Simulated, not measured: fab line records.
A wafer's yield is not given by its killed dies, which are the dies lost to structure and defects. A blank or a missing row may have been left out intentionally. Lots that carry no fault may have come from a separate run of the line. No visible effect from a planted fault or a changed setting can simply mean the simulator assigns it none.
Shared-tool check ; flow sky130 ; 42 wafers sampled across 14 lots

THE REASON FOR OPENING IT
Flagged at SKY_CONTACT_CD_MEAS_14: reading cd-nm, on 4 of 14 lots. Wafers without a fault read 170.0 nm, standard deviation 1.5.
Rule: a lot is flagged when every wafer of it that has a number lies more than 4 standard deviations from that mean, or none has a number. The rest of the lots are taken to be sound.

lot;measured;on;cd-nm (nm), wafer by wafer;flag
L496;day 32 09:56;cd-sem-01;171.5 170.9 170.6;
L498;day 33 17:04;cd-sem-01;170.9 171.0 170.1;
L499;day 33 19:32;cd-sem-01;169.7 170.5 170.9;
L500;day 34 06:40;cd-sem-01;167.7 166.6 166.3;
L503;day 34 16:16;cd-sem-02;173.0 171.9 173.4;
L504;day 35 01:26;cd-sem-02;167.8 168.3 167.1;
L505;day 35 09:26;cd-sem-01;169.1 168.3 168.9;
L506;day 36 12:25;cd-sem-02;134.7 135.6 134.3;FLAGGED
L508;day 36 20:13;cd-sem-02;137.5 138.8 136.8;FLAGGED
L509;day 37 01:34;cd-sem-01;144.8 143.4 143.6;FLAGGED
L510;day 37 02:07;cd-sem-02;143.4 144.1 144.8;FLAGGED
L511;day 37 10:02;cd-sem-01;169.2 170.0 170.4;
L512;day 37 11:35;cd-sem-01;169.9 170.9 170.7;
L513;day 37 21:58;cd-sem-01;168.8 166.8 169.8;
The numbers of the flagged lots are 140.2 nm on average: -29.8 nm against the usual, or -20 standard deviations.

WHICH TOOL EACH LOT WENT THROUGH
The record holds 1 process step before the reading, out of a route of 708 steps. Each cell gives the tool, then ch followed by the chambers the sampled wafers passed through, then the start.
lot;flag;SKY_CONTACT_EXPOSE_11
L496;;krf-scanner-02 ch 0, day 31 20:14
L498;;krf-scanner-01 ch 0, day 33 03:32
L499;;krf-scanner-01 ch 0, day 33 06:17
L500;;krf-scanner-01 ch 0, day 33 17:45
L503;;krf-scanner-02 ch 0, day 34 03:29
L504;;krf-scanner-01 ch 0, day 34 11:47
L505;;krf-scanner-01 ch 0, day 34 20:50
L506;FLAGGED;krf-scanner-01 ch 0, day 36 00:10
L508;FLAGGED;krf-scanner-01 ch 0, day 36 07:40
L509;FLAGGED;krf-scanner-01 ch 0, day 36 12:51
L510;FLAGGED;krf-scanner-01 ch 0, day 36 13:37
L511;;krf-scanner-02 ch 0, day 36 20:49
L512;;krf-scanner-02 ch 0, day 36 22:29
L513;;krf-scanner-02 ch 0, day 37 09:33
What these steps do:
- SKY_CONTACT_EXPOSE_11: exposes mask CTM1, target cd 170 nm.
- SKY_CONTACT_CD_MEAS_14: target cd 170 nm.

FLAGGED OVER TOTAL, TOOL BY TOOL (the gauges that took the reading come last)
step;tool;lots run;flagged;share of the flagged lots;sound lots run after its first flagged lot
SKY_CONTACT_EXPOSE_11;krf-scanner-01;9;4;all;0
SKY_CONTACT_EXPOSE_11;krf-scanner-02;5;0;none;-
SKY_CONTACT_CD_MEAS_14;cd-sem-01;9;1;some;3 (L511,L512,L513)
SKY_CONTACT_CD_MEAS_14;cd-sem-02;5;3;some;0

THE TABLE: WHAT IT ALLOWS
1 row of the table ran every flagged lot: krf-scanner-01 at SKY_CONTACT_EXPOSE_11.
- krf-scanner-01 at SKY_CONTACT_EXPOSE_11: 4 of its 9 lots flagged. A fault beginning between L505 (day 34 20:50), its last sound lot, and L506 (day 36 00:10), its first flagged one, fits the data. Its own readings lie more than 4 standard deviations out on every wafer of the flagged lots: exposure-dose-mJ-cm2.
One tool is left: krf-scanner-01 at SKY_CONTACT_EXPOSE_11.

WHAT THE SIMULATOR HAD INSERTED
Process parameters drifting: krf-scanner-01 at SKY_CONTACT_EXPOSE_11, beginning at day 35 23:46. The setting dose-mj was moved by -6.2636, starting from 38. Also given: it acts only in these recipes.
Struck lots among those shown: L506, L508, L509, L510. The rule above found the same.
